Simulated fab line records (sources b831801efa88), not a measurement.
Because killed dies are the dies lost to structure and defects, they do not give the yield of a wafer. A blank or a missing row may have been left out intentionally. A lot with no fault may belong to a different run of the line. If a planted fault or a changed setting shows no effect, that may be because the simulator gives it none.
Chamber matching + flow gf180mcu + cmp-02 running GF_CONTACT_CMP_04: 3 sister chambers
The step polishes SiO2. 6 wafers are shown with their chamber, then 5 later ones without.

## WAFERS PAIRED WITH THEIR CHAMBERS
| wafer  | chamber | motor current A (A) | time to endpoint s (s) |
|--------|---------|---------------------|------------------------|
| L629.6 | 0       | 12.5                | 108                    |
| L631.4 | 2       | 11.9                | 113                    |
| L640.1 | 2       | 11.9                | 108                    |
| L640.2 | 0       | 12.8                | 96                     |
| L640.5 | 1       | 9.8                 | 116                    |
| L644.1 | 1       | 10.1                | 125                    |

## WAFERS WITHOUT THEIR CHAMBER
| wafer  | motor current A (A) | time to endpoint s (s) |
|--------|---------------------|------------------------|
| L644.4 | 12.6                | 122                    |
| L645.4 | 12.2                | 114                    |
| L645.6 | 12.2                | 101                    |
| L646.2 | 9.9                 | 106                    |
| L646.6 | 9.6                 | 109                    |

## THE CHAMBER EACH PASSED THROUGH
| wafer  | from the rows above     | in truth |
|--------|-------------------------|----------|
| L644.4 | can't be placed: 0 or 2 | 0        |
| L645.4 | can't be placed: 2 or 0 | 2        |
| L645.6 | can't be placed: 2 or 0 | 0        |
| L646.2 | 1                       | 1        |
| L646.6 | 1                       | 1        |
2 of 5 placed correctly. Can't be placed from these rows: 3 (the true chamber is among the candidates in 3). Wrongly placed: 0.
How it was worked out, from the rows above alone: a wafer's distance from a chamber is the root of the sum, over the readings, of the square of ((its reading less the chamber's mean) divided by the reading's scatter). The wafer belongs to the nearest chamber; if the next one is less than 2 further off, it can't be placed. The mean given for a chamber averages the wafers shown for that chamber. The scatter is the square root of a quotient: the sum, over the shown wafers, of each reading's squared deviation from its chamber's mean, divided by wafers minus chambers.
